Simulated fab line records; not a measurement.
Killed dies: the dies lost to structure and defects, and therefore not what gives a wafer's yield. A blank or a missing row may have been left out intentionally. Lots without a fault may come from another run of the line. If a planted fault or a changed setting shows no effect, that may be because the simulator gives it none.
fab line records	flow sfq_line
record: lots: 14	wafers: 42	last_day: 91
route steps=325 shown A5B@209 R5@226 I5@228 C5@248 M6@261
lots with no fault: from the same line, run without faults
start_h: hours from the record's opening day to when the first of the lot's shown wafers began	wait_h: hours elapsed since this lot's preceding step	" the same as in the row above	L1.1+2: a single row standing in for several wafers	- no value, or no start was given	* or withheld: withheld	< > ~ a bound
route shown NAME@n: a module of which the file shows steps, and the number in the route of the first	usual: mean/standard deviation taken from wafers without a fault	same: alike in all rows	chamber/n: place in a boat	sites: readings site by site	_std_site: the standard deviation of these	_edge_site: outer sites' mean less inner sites'	radius_mm: how far each site lies from the wafer's centre	mask NAME#n: copy n	behind: tool/chamber where the wafer was last shaped	hold: why the lot went on hold/how many hours it stayed there/how the hold came to an end	device: transistor that didn't switch, given as n, p or np	end of line: the tests these same wafers got at the end of their route	a step with no rows: only its recipe	killed: the dies lost at the first sort to structure and to defects; this is not the yield of the wafer	map: a wafer's dies, marking killed ones x, the rest . and places with no die _
set.NAME: the setting as run; set.NAME@STEP: as run at that earlier step	model.NAME: the simulator's own value behind a step, which no gauge read
route steps across a sampled set of lots; one table per step, one row per wafer
services: the hour from which a tool's chamber was out of use, counted from the record's first day as start_h (under 0 if before that day), plus the number of hours and why
== steps ==
step: SFQ_TRILAYER_A5B_DEP_PECVD_129
recipe: material: SiO2	temp_c: 150	time_s: 133.33	pressure_torr: 2.4	rf_w: 183.3	precursor: SiH4/N2O	target_thk_nm: 600
usual: heater_power_w: 92/13	throttle_valve_pct: 24.8/1.2
same: time_s: 133.33
lot.wafer	tool	chamber	start_h	wait_h	heater_power_w	throttle_valve_pct
L468.4	pecvd-01	2	1524.50	0.0	109	25.2
L468.5	"	1	"	"	105	26.4
L468.6	"	0	"	"	86	25.9
L469.1	pecvd-04	2	1526.86	0.0	85	23.4
L469.4	"	2	"	"	90	23.2
L469.6	"	0	"	"	92	22.9
L471.1	pecvd-03	0	1545.48	0.0	109	25.9
L471.2	"	2	"	"	62	24.4
L471.4	"	0	"	"	91	25.9
L472.3	pecvd-01	1	1558.33	0.0	110	26.2
L472.5	"	1	"	"	90	26.4
L472.6	"	2	"	"	101	25.3
L473.1	pecvd-01	2	1562.28	0.0	98	25.3
L473.2	"	0	"	"	99	26.1
L473.3	"	1	"	"	106	26.4
L474.1	pecvd-01	2	1591.08	0.0	108	25.3
L474.3	"	1	"	"	107	26.2
L474.6	"	1	"	"	107	26.3
L476.3	pecvd-03	1	1598.29	0.0	91	24.5
L476.5	"	0	"	"	101	26.2
L476.6	"	2	"	"	67	24.4
L477.4	pecvd-01	1	1600.72	0.0	91	26.7
L477.5	"	2	"	"	107	25.1
L477.6	"	0	"	"	102	25.7
L480.3	pecvd-03	1	1618.68	0.0	87	24.8
L480.4	"	0	"	"	102	26.3
L480.6	"	2	"	"	65	24.2
L481.2	pecvd-01	2	1621.08	0.0	107	25.1
L481.3	"	0	"	"	93	25.7
L481.4	"	1	"	"	105	26.5
L485.2	pecvd-03	1	1665.48	0.0	77	24.2
L485.4	"	2	"	"	70	24.6
L485.6	"	0	"	"	109	26.7
L487.1	pecvd-04	2	1667.88	0.0	86	23.4
L487.5	"	2	"	"	90	23.3
L487.6	"	0	"	"	89	22.7
L488.1	pecvd-03	1	1669.08	0.0	78	24.5
L488.4	"	2	"	"	62	24.5
L488.6	"	1	"	"	81	24.8
L490.2	pecvd-04	0	1671.48	0.0	93	22.8
L490.4	"	0	"	"	98	22.8
L490.5	"	2	"	"	90	23.6
step: SFQ_TRILAYER_R5_STRIP_STRIP_140
recipe: gas: O2	power_w: 200	platen_temp_c: 40	overash_fraction: 0.65	chemistry: O2	pressure_mtorr: 50
usual: drypump_motor_current_A: 6.1/0.48	oes_product_au: 1.003/0.0079
same: overash_fraction: 0.65
lot.wafer	tool	chamber	start_h	wait_h	drypump_motor_current_A	oes_product_au	rf_hours_counter_h
L468.4	rie_metal-03	1	1635.96	0.2	6.1	1.002	-
L468.5	"	0	"	"	6.4	1.009	-
L468.6	"	1	"	"	6.1	1.010	-
L469.1	rie_metal-03	1	1638.16	0.0	6.0	1.005	64
L469.4	"	1	"	"	6.1	1.009	-
L469.6	"	0	"	"	6.4	1.007	-
L471.1	rie_metal-04	1	1663.36	0.0	6.6	1.001	38
L471.2	"	0	"	"	6.5	1.007	29
L471.4	"	0	"	"	6.5	0.996	-
L472.3	rie_metal-04	0	1680.19	0.2	6.4	1.007	-
L472.5	"	1	"	"	6.6	1.007	-
L472.6	"	0	"	"	6.5	1.002	-
L473.1	rie_metal-03	1	1684.79	0.0	6.1	1.014	73
L473.2	"	0	"	"	6.3	1.010	81
L473.3	"	0	"	"	6.3	1.010	-
L474.1	rie_metal-01	0	1711.19	0.0	5.4	0.997	34
L474.3	"	1	"	"	5.6	0.995	-
L474.6	"	0	"	"	5.4	0.995	-
L476.3	rie_metal-04	1	1716.42	0.2	6.6	1.010	-
L476.5	"	1	"	"	6.6	1.003	-
L476.6	"	0	"	"	6.5	0.998	-
L477.4	rie_metal-01	1	1717.62	0.2	5.6	0.984	-
L477.5	"	0	"	"	5.4	0.999	-
L477.6	"	1	"	"	5.6	0.994	-
L480.3	rie_metal-01	0	1722.42	0.2	5.4	0.996	-
L480.4	"	1	"	"	5.6	0.986	-
L480.6	"	0	"	"	5.4	0.997	-
L481.2	rie_metal-03	1	1723.42	0.0	6.1	1.009	78
L481.3	"	1	"	"	6.1	1.009	-
L481.4	"	0	"	"	6.3	1.011	-
L485.2	rie_metal-01	0	1770.22	0.0	5.4	1.005	42
L485.4	"	1	"	"	5.6	1.000	-
L485.6	"	1	"	"	5.6	1.000	-
L487.1	rie_metal-04	1	1775.02	0.0	6.6	1.006	52
L487.5	"	1	"	"	6.6	0.995	-
L487.6	"	0	"	"	6.5	1.006	-
L488.1	rie_metal-03	1	1777.42	0.0	6.1	0.999	86
L488.4	"	1	"	"	6.0	1.010	-
L488.6	"	1	"	"	6.0	1.005	-
L490.2	rie_metal-04	0	1781.02	0.0	6.5	1.013	43
L490.4	"	1	"	"	6.6	1.015	-
L490.5	"	1	"	"	6.6	1.000	-
step: SFQ_TRILAYER_A5C_DEP_PECVD_142
recipe: material: SiO2	temp_c: 150	time_s: 15.556	pressure_torr: 2.4	rf_w: 183.3	precursor: SiH4/N2O	target_thk_nm: 70
usual: heater_power_w: 94/13	throttle_valve_pct: 24.6/1.3
lot.wafer	tool	chamber	start_h	wait_h	heater_power_w	throttle_valve_pct
L468.4	pecvd-02	0	1636.73	0.0	103	23.7
L468.5	"	2	"	"	104	25.6
L468.6	"	1	"	"	80	25.4
L469.1	pecvd-03	0	1638.94	0.0	93	26.6
L469.4	"	0	"	"	95	26.5
L469.6	"	1	"	"	88	24.4
L471.1	pecvd-01	0	1664.14	0.0	93	25.7
L471.2	"	1	"	"	101	26.3
L471.4	"	1	"	"	100	26.5
L472.3	pecvd-02	1	1680.77	0.0	82	25.4
L472.5	"	2	"	"	104	25.1
L472.6	"	1	"	"	83	25.3
L473.1	pecvd-03	0	1685.57	0.0	108	26.6
L473.2	"	1	"	"	82	24.8
L473.3	"	2	"	"	62	24.5
L474.1	pecvd-03	0	1711.97	0.0	105	27.0
L474.3	"	1	"	"	79	24.6
L474.6	"	1	"	"	82	24.6
L476.3	pecvd-01	0	1716.99	0.0	97	23.7
L476.5	"	0	"	"	94	24.0
L476.6	"	2	"	"	100	23.4
L477.4	pecvd-02	1	1718.21	0.0	85	25.4
L477.5	"	0	"	"	90	23.7
L477.6	"	1	"	"	84	25.2
L480.3	pecvd-02	0	1722.99	0.0	104	23.6
L480.4	"	0	"	"	100	23.6
L480.6	"	2	"	"	105	25.3
L481.2	pecvd-01	0	1724.19	0.0	96	23.7
L481.3	"	1	"	"	112	22.3
L481.4	"	1	"	"	110	22.0
L485.2	pecvd-01	1	1771.01	0.0	107	22.1
L485.4	"	2	"	"	102	23.2
L485.6	"	1	"	"	103	22.3
L487.1	pecvd-02	2	1775.81	0.0	106	25.3
L487.5	"	2	"	"	110	25.4
L487.6	"	1	"	"	92	25.4
L488.1	pecvd-02	2	1778.19	0.0	111	25.4
L488.4	"	1	"	"	89	25.5
L488.6	"	2	"	"	109	25.4
L490.2	pecvd-02	2	1781.81	0.0	101	25.2
L490.4	"	0	"	"	103	23.9
L490.5	"	2	"	"	100	25.3
step: SFQ_TRILAYER_C5_ETCH_VIA_ETCH_154
recipe: target: SiO2	mask_material: PR	chemistry: CHF3	target_depth_nm: 84	source_w: 500	bias_w: 80	pressure_mtorr: 30	time_s: withheld	stop_on: Nb
usual: drypump_motor_current_A: 5.7/0.4	oes_product_au: 0.893/0.0082
lot.wafer	tool	chamber	start_h	wait_h	drypump_motor_current_A	oes_product_au
L468.4	rie_diel-04	1	1712.44	0.0	6.2	0.905
L468.5	"	0	"	"	5.5	0.905
L468.6	"	1	"	"	6.2	0.897
L469.1	rie_diel-04	3	1742.54	0.0	5.9	0.896
L469.4	"	1	"	"	6.2	0.904
L469.6	"	0	"	"	5.5	0.894
L471.1	rie_diel-02	2	1783.34	0.0	5.9	0.888
L471.2	"	3	"	"	6.2	0.883
L471.4	"	0	"	"	5.9	0.874
L472.3	rie_diel-04	0	1784.54	0.0	5.5	0.884
L472.5	"	1	"	"	6.2	0.901
L472.6	"	0	"	"	5.5	0.910
L473.1	rie_diel-02	2	1792.94	0.0	5.9	0.885
L473.2	"	1	"	"	5.1	0.875
L473.3	"	0	"	"	6.0	0.887
L474.1	rie_diel-03	3	1826.54	0.0	5.7	0.894
L474.3	"	1	"	"	5.6	0.883
L474.6	"	3	"	"	5.7	0.901
L476.3	rie_diel-02	2	1830.14	0.0	5.9	0.893
L476.5	"	2	"	"	5.9	0.889
L476.6	"	3	"	"	6.2	0.891
L477.4	rie_diel-04	3	1832.54	0.0	5.9	0.897
L477.5	"	3	"	"	5.9	0.891
L477.6	"	0	"	"	5.5	0.896
L480.3	rie_diel-04	0	1837.34	0.0	5.5	0.885
L480.4	"	1	"	"	6.2	0.893
L480.6	"	1	"	"	6.2	0.894
L481.2	rie_diel-02	1	1839.74	0.0	5.2	0.889
L481.3	"	0	"	"	5.9	0.884
L481.4	"	2	"	"	5.9	0.788
L485.2	rie_diel-03	0	1876.61	0.0	5.6	0.877
L485.4	"	3	"	"	5.8	0.789
L485.6	"	0	"	"	5.6	0.783
L487.1	rie_diel-03	0	1880.21	0.0	5.5	0.903
L487.5	"	3	"	"	5.7	0.901
L487.6	"	2	"	"	4.7	0.896
L488.1	rie_diel-02	2	1881.41	0.0	5.9	0.884
L488.4	"	3	"	"	6.2	0.896
L488.6	"	2	"	"	5.9	0.897
L490.2	rie_diel-04	1	1883.81	0.0	6.2	0.904
L490.4	"	0	"	"	5.5	0.900
L490.5	"	1	"	"	6.2	0.900
step: SFQ_M6_OVL_MEAS_940
usual: M6_OVL: 1/5
lot.wafer	tool	chamber	start_h	wait_h	M6_OVL[nm]
L468.4	overlay-02	-	1715.96	0.1	9
L468.5	"	-	"	"	8
L468.6	"	-	"	"	6
L469.1	overlay-02	-	1746.11	0.1	2
L469.4	"	-	"	"	-6
L469.6	"	-	"	"	-2
L471.1	overlay-02	-	1786.93	0.1	-10
L471.2	"	-	"	"	-6
L471.4	"	-	"	"	-5
L472.3	overlay-02	-	1788.14	0.1	5
L472.5	"	-	"	"	-1
L472.6	"	-	"	"	6
L473.1	overlay-02	-	1796.33	0.1	0
L473.2	"	-	"	"	0
L473.3	"	-	"	"	1
L474.1	overlay-02	-	1831.06	0.1	4
L474.3	"	-	"	"	0
L474.6	"	-	"	"	5
L476.3	overlay-02	-	1834.67	0.1	2
L476.5	"	-	"	"	0
L476.6	"	-	"	"	0
L477.4	overlay-02	-	1838.28	0.1	4
L477.5	"	-	"	"	-1
L477.6	"	-	"	"	2
L480.3	overlay-02	-	1843.07	0.1	6
L480.4	"	-	"	"	1
L480.6	"	-	"	"	2
L481.2	overlay-01	-	1845.47	0.1	2
L481.3	"	-	"	"	7
L481.4	"	-	"	"	7
L485.2	overlay-01	-	1895.97	0.1	1
L485.4	"	-	"	"	1
L485.6	"	-	"	"	-1
L487.1	overlay-02	-	1899.56	0.1	1
L487.5	"	-	"	"	-3
L487.6	"	-	"	"	-6
L488.1	overlay-01	-	1900.76	0.1	-3
L488.4	"	-	"	"	-1
L488.6	"	-	"	"	2
L490.2	overlay-01	-	1903.17	0.1	-8
L490.4	"	-	"	"	-4
L490.5	"	-	"	"	-6
== services ==
tool	chamber	start_h	hours	kind
rie_diel-04	-	1508.88	2.8	pm
rie_metal-04	0	1560.95	10.2	repair
pecvd-01	2	1568.98	4.3	repair
pecvd-02	1	1588.04	3.7	repair
pecvd-02	-	1591.11	2.6	repair
pecvd-02	1	1596.21	5.6	repair
rie_diel-02	-	1597.93	14.6	pm
pecvd-01	1	1626.71	4.2	repair
pecvd-01	2	1635.32	5.9	repair
pecvd-03	-	1658.99	0.8	pm
pecvd-01	-	1686.25	14.0	pm
pecvd-02	2	1700.89	19.7	repair
pecvd-01	-	1701.32	2.2	repair
pecvd-02	1	1704.15	2.7	repair
pecvd-03	2	1712.30	10.2	repair
pecvd-03	1	1719.95	4.0	repair
rie_diel-04	3	1748.55	6.2	repair
pecvd-02	0	1756.76	19.5	repair
pecvd-03	-	1758.51	28.1	pm
pecvd-02	-	1772.33	1.7	repair
pecvd-01	-	1772.34	3.6	repair
pecvd-02	-	1779.22	0.6	repair
pecvd-03	2	1805.82	2.2	repair
pecvd-02	1	1866.29	3.3	repair
== key ==
first_sign: step: SFQ_TRILAYER_C5_ETCH_VIA_ETCH_154	reading: oes_product_au	direction: down	sigmas: 13	usual: 0.893	struck: 0.787
effect none on later readings
met_at SFQ_TRILAYER_A5C_DEP_PECVD_142
struck_lots L481,L485
struck_wafers L481.4,L485.4,L485.6
not_acting_at SFQ_TRILAYER_A5B_DEP_PECVD_129,SFQ_TRILAYER_R5_STRIP_STRIP_140,SFQ_M6_OVL_MEAS_940
onset_between 1716.99 1724.19
fault: kind: process_parameter_drift	tool: pecvd-01	chamber: -	onset_h: 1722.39	steps: SFQ_TRILAYER_A5C_DEP_PECVD_142	channel: target_thk_nm	offset: -15.636	shape: step	end_h: 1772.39	scope: struck_wafers_only	acts_in: these_recipes_only	stated: 70
